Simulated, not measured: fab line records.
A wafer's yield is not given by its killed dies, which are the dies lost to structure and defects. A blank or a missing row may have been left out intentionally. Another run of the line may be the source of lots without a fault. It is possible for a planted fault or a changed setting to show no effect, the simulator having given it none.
Comparing a struck lot with a sound one	flow sky130	14 out of 708 route steps
Sound: the wafers L348.2, L348.4, L348.5. The struck wafers were L341.1, L341.2, L341.3. The cause is named last.
Each step with rows lists, per side, the tool, then ch with its chambers, then its first start. Under that, the readings that differ: sound wafers	struck wafers	difference of the means	sigmas: that difference in standard deviations of wafers without a fault.
alike: same words and numbers on both sides, and readings whose means sit less than 2 such deviations apart. not compared: any withheld reading, any reading some wafer has no value for, any bound like >300 that may hide the same value, and any number with overlapping values for which the record gives no deviation.
The two part at a step that has a row with sigmas, a row that says differs or no value, or rows on one side only. Numbers that have no deviation but don't overlap get no sigmas and don't part them. Lack of a reading on every wafer of one side parts them only where that side has two or more wafers.

first, 3 steps without rows for these wafers: SKY_METAL2_CLEAN_22 (cleans in IPA, time 180 s); SKY_METAL2_CLEAN_23 (cleans in O3/DIW); SKY_VIA2_HDPCVD_00 (deposits SiO2, target thk 1180 nm, time 196.7 s).
SKY_VIA2_THK_MEAS_01:
  sound on film metro-01 at day 41 00:43; struck on film metro-03 at day 38 12:03
  alike: VIA2_HDPCVD_THK
SKY_VIA2_CMP_02: polishes SiO2.
  sound on cmp-01 ch 0,1,3, day 41 00:49; struck on cmp-01 ch 0,2,3, day 38 13:04
reading	sound	struck	difference	sigmas
retaining ring pressure frac	0.989 0.994 0.997	1.012 0.998 1.000	+0.010	+2
  alike: motor current A
SKY_VIA2_BOW_MEAS_03:
  sound on film metro-01 at day 41 01:05; struck on film metro-01 at day 38 13:22
  alike: VIA2_BOW
then, 6 steps without rows for these wafers: SKY_VIA2_DEHYDRATE_04 (time 60 s); SKY_VIA2_HMDS_05 (prime time 60 s); SKY_VIA2_COAT_06 (resist thk 60 nm); SKY_VIA2_COAT_07 (resist thk 450 nm); SKY_VIA2_SOFTBAKE_08 (time 90 s); SKY_VIA2_EXPOSE_09 (exposes mask VIM2, target cd 200 nm).
SKY_VIA2_PEB_10:
  sound on litho track-01 ch 0, day 42 00:00; struck on litho track-01, day 39 13:00
reading	sound	struck	difference	sigmas
exhaust pa (Pa)	44.0 42.9 42.1	- - -	no value on the struck wafers	
  not compared: chill plate temp C
then, 1 step without rows for these wafers: SKY_VIA2_DEVELOP_11 (develop time 60 s).

WHERE THEY PART
At SKY_VIA2_CMP_02 first; at SKY_VIA2_PEB_10 last (within this record only).

WHY: what the simulator had put in
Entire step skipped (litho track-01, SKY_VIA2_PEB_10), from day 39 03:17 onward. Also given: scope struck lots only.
